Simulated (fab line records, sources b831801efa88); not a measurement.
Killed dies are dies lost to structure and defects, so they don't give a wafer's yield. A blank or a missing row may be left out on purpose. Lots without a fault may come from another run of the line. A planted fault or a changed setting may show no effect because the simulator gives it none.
Which tool did it? | flow sky130 | 10 lots, 30 wafers sampled, at 3 steps of a route of 708

WHAT THE GAUGES READ, wafer by wafer
SKY_METAL2_CD_MEAS_15: target cd 140 nm.
lot  | measured     | on        | cd_nm (nm)
L599 | day 35 13:39 | cd_sem-01 | 141.6 140.9 140.4
L600 | day 35 22:13 | cd_sem-02 | 139.2 139.6 140.0
L601 | day 36 08:34 | cd_sem-02 | 139.7 138.9 139.8
L602 | day 36 22:31 | cd_sem-02 | 140.5 140.8 139.9
L604 | day 37 01:04 | cd_sem-01 | 140.2 140.4 140.4
L605 | day 37 13:41 | cd_sem-02 | 142.1 140.4 141.2
L607 | day 38 04:40 | cd_sem-01 | 138.7 137.9 140.6
L609 | day 39 03:56 | cd_sem-01 | 141.9 141.0 139.9
L613 | day 40 08:01 | cd_sem-02 | 141.6 141.7 140.8
L621 | day 42 04:27 | cd_sem-01 | 139.5 139.2 140.9

WHICH TOOL RAN EACH LOT (tool, then ch and the chambers of the sampled wafers, then the start)
lot  | SKY_VIA1_ETCH_14                   | SKY_VIA1_CMP_24
L599 | rie_diel-01 ch 1,2,3, day 34 08:34 | cmp-02 ch 2,3, day 34 09:34
L600 | rie_diel-03 ch 1,2,3, day 34 18:02 | cmp-02 ch 0,2,3, day 34 19:03
L601 | rie_diel-01 ch 1,2, day 35 04:32   | cmp-02 ch 1,2,3, day 35 05:54
L602 | rie_diel-01 ch 0,3, day 35 18:43   | cmp-01 ch 0,1, day 35 19:44
L604 | rie_diel-03 ch 1,3, day 35 21:17   | cmp-02 ch 0,1,3, day 35 22:20
L605 | rie_diel-02 ch 0,1,3, day 36 09:40 | cmp-01 ch 1,2,3, day 36 10:53
L607 | rie_diel-01 ch 0,2,3, day 37 03:11 | cmp-01 ch 0,1, day 37 04:20
L609 | rie_diel-03 ch 0,1,3, day 38 00:26 | cmp-01 ch 0,1,3, day 38 01:27
L613 | rie_diel-03 ch 1,2,3, day 39 05:22 | cmp-01 ch 0,2,3, day 39 06:28
L621 | rie_diel-01 ch 0,1,2, day 41 01:44 | cmp-02 ch 0,2,3, day 41 03:31
- SKY_VIA1_ETCH_14: etches BARC in N2/H2, stops on SiO2, time 45.9 s, target depth 60 nm.
- SKY_VIA1_CMP_24: polishes, stops on SiO2, t overpolish 15 s, target thk 0 nm.

THE ANSWER, worked out from the rows above alone
Rule: what is usual is taken from the lots themselves. Put in order of their means at a reading, lots are off if they are a third of the lots or fewer, leave a main group of 4 or more, and stand apart from it by a gap of 3 or more times the standard deviation of the main group's means; of several such gaps the widest counts. A main group whose means are all the same, to the digits that the tables above print for the reading, isn't used. A lot without any number at a reading at which 4 lots or more have one is off too. The other lots that the step has rows for count as sound.
No lot is off at any reading shown: from this, nothing can be told.

WHAT THE SIMULATOR HAD PUT IN
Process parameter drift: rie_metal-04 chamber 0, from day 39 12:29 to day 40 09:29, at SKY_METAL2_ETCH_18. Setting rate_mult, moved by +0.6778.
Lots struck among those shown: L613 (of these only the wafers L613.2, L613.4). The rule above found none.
